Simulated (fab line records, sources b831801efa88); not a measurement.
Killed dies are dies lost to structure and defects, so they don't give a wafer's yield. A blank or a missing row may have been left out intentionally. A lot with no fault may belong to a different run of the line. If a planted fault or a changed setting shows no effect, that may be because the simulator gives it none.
Which tool is to blame? ; flow sky130 ; Sampling: 6 lots, 18 wafers, 3 of 708 route steps

== WHAT THE GAUGES SHOWED, per wafer ==
SKY_SONOS_TUNNEL_CD_MEAS_07 targets a cd of 410 nm.
lot;measured;on;cd nm (nm)
L381;day 13 13:48;cd sem-02;407.0 409.9 409.3
L383;day 14 04:39;cd sem-02;410.8 410.5 410.7
L385;day 14 18:22;cd sem-01;410.3 408.9 407.7
L390;day 15 15:02;cd sem-01;411.7 409.2 411.3
L394;day 16 08:11;cd sem-02;409.9 408.0 411.3
L397;day 17 13:06;cd sem-02;379.8 379.7 379.0 379.7 379.8 378.8

== WHAT TOOL EACH LOT RAN ON (gives the tool, then ch and the chambers of the sampled wafers, and finally the start) ==
lot;SKY_VT_ADJUST_PCH_STRIP_09;SKY_SONOS_TUNNEL_DEVELOP_06
L381;plasma asher-03 ch 1, day 12 12:59;litho track-02 ch 0, day 13 13:39
L383;plasma asher-03 ch 0,1, day 13 03:14;litho track-02 ch 0, day 14 04:30
L385;plasma asher-02 ch 0,1, day 13 15:44;litho track-04 ch 0, day 14 18:12
L390;plasma asher-02 ch 0,1, day 14 12:01;litho track-04 ch 0, day 15 14:54
L394;plasma asher-02 ch 0,1, day 15 04:13;litho track-02 ch 0, day 16 08:03
L397;plasma asher-03 ch 0,1, day 16 08:47;litho track-04 ch 0, day 17 12:57
- SKY_VT_ADJUST_PCH_STRIP_09: strips in O2/N2.
- SKY_SONOS_TUNNEL_DEVELOP_06: develop time 60 s.

== THE ANSWER, worked out from the rows above alone ==
Rule: what is usual is taken from the lots themselves. The widest of any qualifying gaps counts: lots, ordered by their means at a reading, are off when they make up no more than a third of the lots, leave a main group of 4 or more, and stand apart from it by 3 or more times the standard deviation of that group's means. Not used: any main group whose means are identical at the precision the tables above print for the reading. A lot without any number at a reading at which 4 lots or more have one is off too. Any other lot the step has rows for is counted as sound.
Off at SKY_SONOS_TUNNEL_CD_MEAS_07 (cd nm): L397. The main group: mean 409.8 nm, standard deviation 0.83.
A tool fits if, at a process step before that reading, it ran every lot that is off, and no sound lot after the first of them. The gauges at SKY_SONOS_TUNNEL_CD_MEAS_07 are tried like those tools. Can't be told from this: 3 tools fit, plasma asher-03 at SKY_VT_ADJUST_PCH_STRIP_09, litho track-04 at SKY_SONOS_TUNNEL_DEVELOP_06, cd sem-02 at SKY_SONOS_TUNNEL_CD_MEAS_07.

== WHAT THE SIMULATOR PUT IN ==
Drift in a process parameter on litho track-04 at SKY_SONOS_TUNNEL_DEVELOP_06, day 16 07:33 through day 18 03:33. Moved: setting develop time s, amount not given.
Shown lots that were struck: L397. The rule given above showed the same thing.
